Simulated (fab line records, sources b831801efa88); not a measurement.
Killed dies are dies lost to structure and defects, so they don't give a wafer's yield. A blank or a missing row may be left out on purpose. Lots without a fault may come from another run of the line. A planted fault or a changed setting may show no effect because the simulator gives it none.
A struck lot beside a sound one | flow sky130 | 17 steps out of a route of 708
Sound: wafers L305.2, L305.3, L305.5. Struck: wafer L311.2. (L311.5 of the same lot was not struck and is left out.) The cause comes at the end.
At each step with rows: each side's tool, then ch and its chambers, then its first start. Under that, the readings that differ: sound wafers | struck wafers | difference of the means | sigmas: that difference in standard deviations of wafers without a fault.
alike: readings whose means differ by less than 2 such deviations, and words and numbers that are the same on both sides. not compared: withheld readings, readings that some wafer has no value for, bounds like >300 that may hide the same value, and numbers for which the record gives no deviation and whose values overlap.
The two part at a step that has a row with sigmas, a row that says differs or no value, or rows on one side only. Numbers that don't overlap but have no deviation are shown without sigmas and don't part them. A reading that every wafer of one side lacks parts them only if that side has two wafers or more.

first, 5 steps without rows for these wafers: SKY_FIELD_ISO_WET_ETCH_28 (etches SiO2 in dHF, target depth 23.7 nm, time 47 s); SKY_FIELD_ISO_WET_ETCH_29 (etches Si3N4 in H3PO4, target depth 160 nm, time 1825 s); SKY_FIELD_ISO_WET_ETCH_30 (etches SiO2 in dHF, target depth 25 nm, time 50 s); SKY_NWELL_CLEAN_00 (cleans in SC1/SC2, time 150 s); SKY_NWELL_OXIDATION_01 (stabilise 600 s, purge 300 s, target thk 10 nm).
SKY_NWELL_THK_MEAS_02:
  sound on film_metro-01, day 4 07:35; struck on film_metro-01, day 5 16:17
  reading                  | sound          | struck | difference | sigmas
  NWELL_OXIDATION_THK (nm) | 9.51 9.46 9.52 | 10.24  | +0.74      | +3
then, 6 steps without rows for these wafers: SKY_DNWELL_DEHYDRATE_00 (time 60 s); SKY_DNWELL_HMDS_01 (prime time 60 s); SKY_DNWELL_COAT_02 (resist thk 3000 nm); SKY_DNWELL_SOFTBAKE_03; SKY_DNWELL_EXPOSE_04 (exposes mask DNM, target cd 3000 nm); SKY_DNWELL_PEB_05.
SKY_DNWELL_DEVELOP_06: develop time 60 s.
  sound on litho_track-02 ch 0, day 5 00:00; struck on litho_track-02 ch 0, day 6 10:00
then, 1 step without rows for these wafers: SKY_DNWELL_IMPLANT_07.
SKY_DNWELL_STRIP_08: strips in O2/N2.
  sound on plasma_asher-04 ch 0, day 5 00:59; struck on plasma_asher-02 ch 0, day 6 10:53
  alike: drypump_motor_current_A, o2_flow_sccm, oes_product_au, strip_time_to_endpoint_s
  not compared: rf_hours_counter_h
SKY_DNWELL_TW_MEAS_09:
  sound on film_metro-02, day 5 01:06; struck on film_metro-02, day 6 11:00
  reading   | sound          | struck | difference | sigmas
  DNWELL_TW | 1105 1109 1109 | 524    | -584       | -45
then, 1 step without rows for these wafers: SKY_PWDE_DEHYDRATE_00 (time 60 s).

WHERE THEY PART
First at SKY_NWELL_THK_MEAS_02; last, within this record, at SKY_DNWELL_TW_MEAS_09.

WHY: what the simulator had put in
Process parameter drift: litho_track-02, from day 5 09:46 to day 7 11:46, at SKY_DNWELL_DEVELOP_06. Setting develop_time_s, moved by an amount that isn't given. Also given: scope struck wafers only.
